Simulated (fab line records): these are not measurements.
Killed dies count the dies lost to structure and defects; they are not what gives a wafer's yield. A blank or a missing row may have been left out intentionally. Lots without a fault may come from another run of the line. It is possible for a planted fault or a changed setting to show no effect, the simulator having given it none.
fab line records	flow sky130
record lots=10	wafers=30	last-day=50
route steps=708 shown POLY_GATE@235 POLY_CUT@319 LOCAL_INTERCONNECT@387
lots that met no fault: from a run of the same line without faults
start-h: hours from the record's opening day to when the first of the lot's shown wafers began	wait-h: hours from the lot's prior step to this one	" unchanged from the row above	L1.1+2: one row covering several wafers at once	- no value present, or no start provided	* or withheld: withheld	< > ~ a bound
route shown NAME@n: names a module that has steps shown in the file, with the first one's number in the route	usual: mean/standard deviation of fault-free wafers	same: alike in all rows	chamber/n: place in a boat	sites: per-site readings	_std_site: how widely they spread, as a standard deviation	_edge_site: mean of outer sites minus mean of inner sites	radius-mm: for every site, how far away it sits from the centre of the wafer	mask NAME#n: copy n	behind: the tool/chamber that last shaped the wafer	hold: why the lot went on hold/how many hours it stayed there/how the hold came to an end	device: whichever transistor did not switch (one of n, p or np)	end of line: the route-end tests of the same wafers	step lacking rows: just its recipe	killed: count of dies lost to structure and defects at first sort (not the wafer's yield)	map: per-die view of a wafer (x killed, . not killed, _ where there is no die)
set.NAME: the setting the step ran with; set.NAME@STEP: the setting that earlier step ran with	model.NAME: the simulator's own value behind a step, which no gauge read
steps of the route over a sample of lots; a table a step, a row a wafer
services: the hour from which a tool's chamber was out of use, counted from the record's first day as start-h (under 0 if before that day), plus the number of hours and why
## steps
# step SKY_POLY_GATE_THK_MEAS_21
# recipe reads=SiO2_of_POLY_GATE_OXIDATION_20
# usual POLY_GATE_OXIDATION_THK=4.00/0.08
lot.wafer	tool	chamber	start-h	wait-h	POLY_GATE_OXIDATION_THK[nm]
L509.1	film-metro-02	-	367.88	0.0	4.01
L509.4	"	-	"	"	4.00
L509.6	"	-	"	"	4.06
L513.3	film-metro-02	-	407.49	0.0	3.95
L513.5	"	-	"	"	3.98
L513.6	"	-	"	"	3.99
L514.1	film-metro-02	-	424.84	0.0	3.95
L514.2	"	-	"	"	3.87
L514.3	"	-	"	"	4.03
L516.1	film-metro-02	-	435.74	0.0	3.97
L516.2	"	-	"	"	3.97
L516.5	"	-	"	"	3.98
L519.2	film-metro-04	-	471.33	0.0	4.05
L519.3	"	-	"	"	4.03
L519.4	"	-	"	"	4.00
L525.1	film-metro-03	-	509.29	0.0	3.91
L525.2	"	-	"	"	3.99
L525.3	"	-	"	"	3.95
L526.2	film-metro-02	-	519.60	0.0	3.98
L526.3	"	-	"	"	4.00
L526.5	"	-	"	"	4.02
L528.2	film-metro-04	-	543.11	0.0	4.10
L528.5	"	-	"	"	4.02
L528.6	"	-	"	"	4.13
L530.4	film-metro-04	-	553.30	0.0	3.91
L530.5	"	-	"	"	3.95
L530.6	"	-	"	"	3.93
L531.1	film-metro-02	-	558.92	0.0	4.00
L531.3	"	-	"	"	3.99
L531.5	"	-	"	"	3.97
# step SKY_POLY_GATE_CD_MEAS_22
# usual cd-nm=151.6/2.5
lot.wafer	tool	chamber	start-h	wait-h	cd-nm
L509.1	cd-sem-02	-	367.94	0.1	149.6
L509.4	"	-	"	"	157.5
L509.6	"	-	"	"	146.4
L513.3	cd-sem-02	-	407.58	0.1	151.6
L513.5	"	-	"	"	151.4
L513.6	"	-	"	"	152.1
L514.1	cd-sem-02	-	424.90	0.1	152.6
L514.2	"	-	"	"	152.6
L514.3	"	-	"	"	153.1
L516.1	cd-sem-01	-	435.80	0.1	151.4
L516.2	"	-	"	"	152.5
L516.5	"	-	"	"	151.7
L519.2	cd-sem-02	-	471.41	0.1	147.3
L519.3	"	-	"	"	148.3
L519.4	"	-	"	"	150.2
L525.1	cd-sem-01	-	509.35	0.1	153.5
L525.2	"	-	"	"	152.7
L525.3	"	-	"	"	150.2
L526.2	cd-sem-01	-	519.68	0.1	152.4
L526.3	"	-	"	"	150.2
L526.5	"	-	"	"	150.1
L528.2	cd-sem-01	-	543.30	0.2	147.6
L528.5	"	-	"	"	149.3
L528.6	"	-	"	"	150.8
L530.4	cd-sem-01	-	553.42	0.1	152.8
L530.5	"	-	"	"	153.5
L530.6	"	-	"	"	149.2
L531.1	cd-sem-01	-	558.98	0.1	153.5
L531.3	"	-	"	"	150.1
L531.5	"	-	"	"	153.3
# step SKY_POLY_CUT_STRIP_12
# recipe chemistry=O2/N2	power-w=1400	pressure-mtorr=1500	platen-temp-c=withheld	o2-flow-sccm=3000	n2-flow-sccm=300	overash-fraction=0.5
# usual chamber-pressure-mTorr=1499.9/1.5	drypump-motor-current-A=6.0/0.42	oes-product-au=0.453/0.0049	strip-time-to-endpoint-s=5.359/0.014
lot.wafer	tool	chamber	start-h	wait-h	chamber-pressure-mTorr	drypump-motor-current-A	oes-product-au	rf-hours-counter-h	strip-time-to-endpoint-s
L509.1	plasma-asher-02	1	553.74	0.0	1499.2	5.7	0.454	11	5.341
L509.4	"	0	"	"	1500.7	6.6	0.447	-	5.376
L509.6	"	0	"	"	1500.1	6.5	0.452	-	5.351
L513.3	plasma-asher-02	0	599.42	0.1	1500.9	6.6	0.449	-	5.337
L513.5	"	0	"	"	1501.5	6.5	0.456	-	5.345
L513.6	"	1	"	"	1497.9	5.7	0.446	-	5.370
L514.1	plasma-asher-02	0	609.77	0.0	1501.3	6.5	0.456	16	5.370
L514.2	"	1	"	"	1501.4	5.8	0.446	16	5.367
L514.3	"	0	"	"	1497.5	6.6	0.452	-	5.369
L516.1	plasma-asher-04	0	619.69	0.0	1499.4	5.7	0.453	81	5.349
L516.2	"	1	"	"	1499.3	6.0	0.458	81	5.352
L516.5	"	0	"	"	1499.4	5.7	0.452	-	5.341
L519.2	plasma-asher-03	0	653.29	0.0	1497.1	5.4	0.443	97	5.368
L519.3	"	0	"	"	1501.9	5.4	0.451	-	5.377
L519.4	"	1	"	"	1499.9	6.3	0.456	-	5.350
L525.1	plasma-asher-04	0	689.43	0.0	1500.5	5.7	0.449	88	5.354
L525.2	"	1	"	"	1499.5	6.0	0.453	88	5.368
L525.3	"	1	"	"	1500.4	6.0	0.455	-	5.349
L526.2	plasma-asher-03	0	699.04	0.0	1498.3	5.4	0.457	102	5.333
L526.3	"	0	"	"	1498.4	5.4	0.451	-	5.362
L526.5	"	0	"	"	1496.5	5.4	0.447	-	5.370
L528.2	plasma-asher-03	0	721.99	0.0	1500.4	5.4	0.453	104	5.370
L528.5	"	0	"	"	1500.1	5.4	0.448	-	5.353
L528.6	"	1	"	"	1497.4	6.4	0.446	-	5.352
L530.4	plasma-asher-02	1	730.22	0.1	1499.8	5.8	0.454	-	5.355
L530.5	"	1	"	"	1496.4	5.8	0.455	-	5.352
L530.6	"	0	"	"	1499.9	6.5	0.454	-	5.363
L531.1	plasma-asher-04	0	735.52	0.0	1497.5	5.6	0.452	93	5.347
L531.3	"	1	"	"	1500.9	6.0	0.462	-	5.362
L531.5	"	1	"	"	1500.5	6.0	0.456	-	5.367
# step SKY_LOCAL_INTERCONNECT_SPUTTER_00
# recipe material=TiN	target-thk-nm=100	temp-c=300	power-w=6500	time-s=83.3	chamber-pressure-pa=0.4
# usual throttle-valve-pct=30.2/0.52
lot.wafer	tool	chamber	start-h	wait-h	throttle-valve-pct
L509.1	pvd-sputter-03	-	673.25	0.1	30.6
L509.4	"	-	"	"	30.0
L509.6	"	-	"	"	30.8
L513.3	pvd-sputter-03	-	716.95	0.2	29.7
L513.5	"	-	"	"	29.8
L513.6	"	-	"	"	29.7
L514.1	pvd-sputter-02	-	726.07	0.1	29.9
L514.2	"	-	"	"	29.9
L514.3	"	-	"	"	30.8
L516.1	pvd-sputter-02	-	734.95	0.1	29.6
L516.2	"	-	"	"	30.1
L516.5	"	-	"	"	30.0
L519.2	pvd-sputter-02	-	767.60	0.1	30.0
L519.3	"	-	"	"	29.4
L519.4	"	-	"	"	30.6
L525.1	pvd-sputter-02	-	800.50	0.2	30.0
L525.2	"	-	"	"	30.1
L525.3	"	-	"	"	29.8
L526.2	pvd-sputter-02	-	812.22	0.1	30.2
L526.3	"	-	"	"	29.6
L526.5	"	-	"	"	29.7
L528.2	pvd-sputter-01	-	833.30	0.2	30.0
L528.5	"	-	"	"	29.7
L528.6	"	-	"	"	30.0
L530.4	pvd-sputter-03	-	841.07	0.2	29.8
L530.5	"	-	"	"	30.4
L530.6	"	-	"	"	29.6
L531.1	pvd-sputter-03	-	845.06	0.1	29.7
L531.3	"	-	"	"	29.9
L531.5	"	-	"	"	29.7
# step SKY_LOCAL_INTERCONNECT_RS_MEAS_01
# recipe thk-meas-gauge=four-point-probe	reads=TiN_of_LOCAL_INTERCONNECT_SPUTTER_00
# usual LOCAL_INTERCONNECT_TIN_RS=14.10/0.16
lot.wafer	tool	chamber	start-h	wait-h	LOCAL_INTERCONNECT_TIN_RS[ohm/sq]
L509.1	film-metro-02	-	673.31	0.0	14.07
L509.4	"	-	"	"	14.25
L509.6	"	-	"	"	14.17
L513.3	film-metro-01	-	717.05	0.1	14.11
L513.5	"	-	"	"	14.21
L513.6	"	-	"	"	14.18
L514.1	film-metro-02	-	726.14	0.0	14.25
L514.2	"	-	"	"	14.44
L514.3	"	-	"	"	14.26
L516.1	film-metro-04	-	735.01	0.0	14.38
L516.2	"	-	"	"	14.09
L516.5	"	-	"	"	14.20
L519.2	film-metro-01	-	767.68	0.1	13.99
L519.3	"	-	"	"	14.31
L519.4	"	-	"	"	14.20
L525.1	film-metro-01	-	800.56	0.0	15.75
L525.2	"	-	"	"	14.00
L525.3	"	-	"	"	15.91
L526.2	film-metro-02	-	812.31	0.1	14.10
L526.3	"	-	"	"	16.01
L526.5	"	-	"	"	14.44
L528.2	film-metro-02	-	833.38	0.1	13.94
L528.5	"	-	"	"	14.02
L528.6	"	-	"	"	13.91
L530.4	film-metro-02	-	841.19	0.1	14.00
L530.5	"	-	"	"	14.02
L530.6	"	-	"	"	14.12
L531.1	film-metro-01	-	845.12	0.0	14.33
L531.3	"	-	"	"	14.07
L531.5	"	-	"	"	14.28
# step SKY_LOCAL_INTERCONNECT_THK_MEAS_02
# recipe thk-meas-gauge=xrf	reads=TiN_of_LOCAL_INTERCONNECT_SPUTTER_00
# usual LOCAL_INTERCONNECT_TIN_THK=98.9/1.1
lot.wafer	tool	chamber	start-h	wait-h	LOCAL_INTERCONNECT_TIN_THK[nm]
L509.1	film-metro-02	-	673.43	0.1	99.7
L509.4	"	-	"	"	98.8
L509.6	"	-	"	"	99.1
L513.3	film-metro-01	-	717.15	0.1	98.6
L513.5	"	-	"	"	98.2
L513.6	"	-	"	"	98.7
L514.1	film-metro-02	-	726.26	0.1	98.1
L514.2	"	-	"	"	97.1
L514.3	"	-	"	"	98.2
L516.1	film-metro-04	-	735.13	0.1	97.0
L516.2	"	-	"	"	98.7
L516.5	"	-	"	"	98.5
L519.2	film-metro-01	-	767.79	0.1	99.7
L519.3	"	-	"	"	97.4
L519.4	"	-	"	"	97.9
L525.1	film-metro-01	-	800.68	0.1	89.5
L525.2	"	-	"	"	99.4
L525.3	"	-	"	"	87.8
L526.2	film-metro-02	-	812.42	0.1	98.6
L526.3	"	-	"	"	87.4
L526.5	"	-	"	"	96.3
L528.2	film-metro-02	-	833.49	0.1	99.5
L528.5	"	-	"	"	99.0
L528.6	"	-	"	"	99.3
L530.4	film-metro-02	-	841.28	0.1	99.1
L530.5	"	-	"	"	99.1
L530.6	"	-	"	"	98.5
L531.1	film-metro-01	-	845.24	0.1	97.3
L531.3	"	-	"	"	99.7
L531.5	"	-	"	"	98.0
# step SKY_LOCAL_INTERCONNECT_METAL_ETCH_14
# recipe target-depth-nm=110	stop-on=PSG	chemistry=Cl2/BCl3	target=TiN	resist-sidewall-deg=88	pressure-mtorr=10	icp-w=900	bias-w=48.5	Cl2_flow_sccm=60	bcl3-flow-sccm=30	time-s=31.4
# usual chamber-pressure-mTorr=9.999/0.0076	drypump-motor-current-A=5.7/0.49	mfc-cl2-sccm=60.01/0.18	oes-product-au=0.942/0.0072	throttle-valve-pct=21.901/0.01
lot.wafer	tool	chamber	start-h	wait-h	chamber-pressure-mTorr	drypump-motor-current-A	mfc-cl2-sccm	oes-product-au	rf-hours-counter-h	throttle-valve-pct
L509.1	rie-metal-03	1	701.67	0.0	9.987	6.4	60.00	0.943	13	21.912
L509.4	"	0	"	"	9.990	5.5	59.93	0.944	-	21.886
L509.6	"	1	"	"	10.010	6.5	60.07	0.948	-	21.903
L513.3	rie-metal-03	1	744.88	0.0	9.980	6.5	60.35	0.944	-	21.904
L513.5	"	1	"	"	9.998	6.5	59.76	0.940	-	21.910
L513.6	"	0	"	"	9.999	5.6	59.80	0.941	-	21.914
L514.1	rie-metal-03	1	754.02	0.0	10.000	6.4	60.32	0.937	14	21.909
L514.2	"	0	"	"	10.007	5.5	60.22	0.927	4	21.921
L514.3	"	0	"	"	10.001	5.6	60.03	0.938	-	21.911
L516.1	rie-metal-03	0	762.73	0.1	9.986	5.6	60.05	0.935	4	21.914
L516.2	"	0	"	"	10.016	5.6	59.83	0.943	-	21.908
L516.5	"	0	"	"	9.987	5.6	59.93	0.933	-	21.887
L519.2	rie-metal-03	0	794.41	0.0	9.988	5.6	59.98	0.948	5	21.903
L519.3	"	0	"	"	10.009	5.6	60.13	0.929	-	21.916
L519.4	"	1	"	"	10.001	6.5	60.31	0.944	-	21.894
L525.1	rie-metal-03	1	827.66	0.0	9.995	6.4	60.15	0.880	2	21.936
L525.2	"	0	"	"	9.986	5.6	60.15	0.949	6	21.874
L525.3	"	0	"	"	9.990	5.6	59.95	0.875	-	21.931
L526.2	rie-metal-03	0	839.93	0.0	9.996	5.6	60.24	0.949	6	21.895
L526.3	"	0	"	"	9.993	5.6	59.91	0.881	-	21.940
L526.5	"	0	"	"	10.018	5.6	60.14	0.929	-	21.919
L528.2	rie-metal-03	0	860.16	0.0	9.989	5.5	59.97	0.948	7	21.899
L528.5	"	1	"	"	10.010	6.5	59.95	0.945	-	21.897
L528.6	"	0	"	"	9.991	5.5	60.11	0.946	-	21.899
L530.4	rie-metal-03	0	866.69	0.0	9.991	5.6	59.97	0.940	-	21.913
L530.5	"	1	"	"	10.005	6.5	59.88	0.941	-	21.909
L530.6	"	0	"	"	9.996	5.6	60.05	0.943	-	21.896
L531.1	rie-metal-04	0	870.57	0.0	10.002	5.7	60.38	0.928	14	21.900
L531.3	"	1	"	"	10.002	5.7	59.88	0.951	-	21.905
L531.5	"	0	"	"	9.999	5.7	60.17	0.933	-	21.923
## services
tool	chamber	start-h	hours	kind
pvd-sputter-01	-	539.58	3.7	repair
pvd-sputter-01	-	562.50	1.7	repair
rie-metal-03	0	564.78	-	clean
rie-metal-03	0	564.78	17.3	scheduled-down
rie-metal-03	0	564.78	17.3	vent-cycle
pvd-sputter-02	-	582.70	3.9	repair
plasma-asher-02	-	597.31	1.0	repair
rie-metal-04	-	615.67	0.9	repair
rie-metal-04	0	642.73	7.9	repair
pvd-sputter-02	-	671.72	4.1	repair
rie-metal-03	0	685.34	11.4	repair
plasma-asher-04	-	714.13	0.5	repair
plasma-asher-03	-	733.75	9.0	pm
plasma-asher-02	-	741.02	45.4	pm
rie-metal-03	1	758.33	-	clean
rie-metal-03	1	758.33	16.2	scheduled-down
rie-metal-03	1	758.33	16.2	vent-cycle
pvd-sputter-02	-	785.23	1.8	repair
pvd-sputter-02	-	789.15	0.9	repair
pvd-sputter-01	-	791.25	1.6	repair
pvd-sputter-02	-	798.55	1.5	repair
plasma-asher-02	-	837.87	0.9	repair
pvd-sputter-02	-	838.69	1.8	repair
pvd-sputter-03	-	859.13	2.7	repair
## key
first-sign step=SKY_LOCAL_INTERCONNECT_RS_MEAS_01	reading=LOCAL_INTERCONNECT_TIN_RS	direction=up	sigmas=11	usual=14.10	struck=15.89
effect step=SKY_LOCAL_INTERCONNECT_THK_MEAS_02	reading=LOCAL_INTERCONNECT_TIN_THK	direction=down	sigmas=9.7	usual=98.9	struck=88.2
effect step=SKY_LOCAL_INTERCONNECT_METAL_ETCH_14	reading=oes-product-au	direction=down	sigmas=8.9	usual=0.942	struck=0.879
met-at SKY_LOCAL_INTERCONNECT_SPUTTER_00
struck-lots L525,L526
struck-wafers L525.1,L525.3,L526.3
tester-left-out L525,L526
not-acting-at SKY_POLY_GATE_THK_MEAS_21,SKY_POLY_GATE_CD_MEAS_22,SKY_POLY_CUT_STRIP_12
onset-between 767.60 800.50
fault kind=process-parameter-drift	tool=pvd-sputter-02	chamber=-	onset-h=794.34	steps=SKY_LOCAL_INTERCONNECT_SPUTTER_00	channel=time-s	offset=*	shape=step	end-h=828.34	scope=struck-wafers-only	acts-in=*	stated=*
# tester-left-out: of these lots the tester's yield and bins aren't shown, on N5 and GAA mostly nor the transistor test; their killed dies are dies lost to structure and defects alone, not to doping, threshold or leakage, so they don't give the yield
